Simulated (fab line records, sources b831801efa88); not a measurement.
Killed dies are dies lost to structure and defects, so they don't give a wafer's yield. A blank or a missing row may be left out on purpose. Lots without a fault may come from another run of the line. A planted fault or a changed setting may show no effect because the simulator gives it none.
Which tool did it? | flow gf180mcu | 7 lots, 21 wafers sampled, at 3 steps of a route of 602

WHAT THE GAUGES READ, wafer by wafer
GF_HV_LDD_THK_MEAS_55.
lot  | measured     | on            | HV_LDD_CVD_54_THK (nm)
L561 | day 12 18:19 | film_metro-02 | 9.98 10.04 10.15
L563 | day 13 13:40 | film_metro-02 | 9.88 9.91 9.97
L567 | day 14 18:08 | film_metro-04 | 10.17 10.00 10.08
L573 | day 16 16:49 | film_metro-02 | 10.13 9.97 10.05
L575 | day 17 10:25 | film_metro-03 | 9.89 9.94 9.83
L578 | day 18 09:41 | film_metro-03 | 10.22 10.06 10.04
L583 | day 20 13:28 | film_metro-04 | 10.01 10.00 9.97

WHICH TOOL RAN EACH LOT (tool, then ch and the chambers of the sampled wafers, then the start)
lot  | GF_STI_WET_ETCH_28             | GF_VT_IMPLANT_STRIP_09
L561 | wet_bench-01 ch 3, day 2 10:05 | plasma_asher-04 ch 0,1, day 5 22:31
L563 | wet_bench-01 ch 1, day 2 20:05 | plasma_asher-04 ch 0,1, day 6 09:56
L567 | wet_bench-02 ch 3, day 3 16:35 | plasma_asher-01 ch 0,1, day 7 09:38
L573 | wet_bench-02 ch 3, day 5 00:31 | plasma_asher-04 ch 0,1, day 8 22:08
L575 | wet_bench-01 ch 2, day 5 10:18 | plasma_asher-02 ch 0,1, day 9 11:28
L578 | wet_bench-04 ch 3, day 6 02:06 | plasma_asher-04 ch 0,1, day 10 04:34
L583 | wet_bench-04 ch 2, day 7 04:05 | plasma_asher-01 ch 0,1, day 11 13:28
- GF_STI_WET_ETCH_28: etches SiO2 in dHF, target depth 20 nm, time 40 s.
- GF_VT_IMPLANT_STRIP_09: strips in O2/N2.

THE ANSWER, worked out from the rows above alone
Rule: what is usual is taken from the lots themselves. Put in order of their means at a reading, lots are off if they are a third of the lots or fewer, leave a main group of 4 or more, and stand apart from it by a gap of 3 or more times the standard deviation of the main group's means; of several such gaps the widest counts. A main group whose means are all the same, to the digits that the tables above print for the reading, isn't used. A lot without any number at a reading at which 4 lots or more have one is off too. The other lots that the step has rows for count as sound.
No lot is off at any reading shown: from this, nothing can be told.

WHAT THE SIMULATOR HAD PUT IN
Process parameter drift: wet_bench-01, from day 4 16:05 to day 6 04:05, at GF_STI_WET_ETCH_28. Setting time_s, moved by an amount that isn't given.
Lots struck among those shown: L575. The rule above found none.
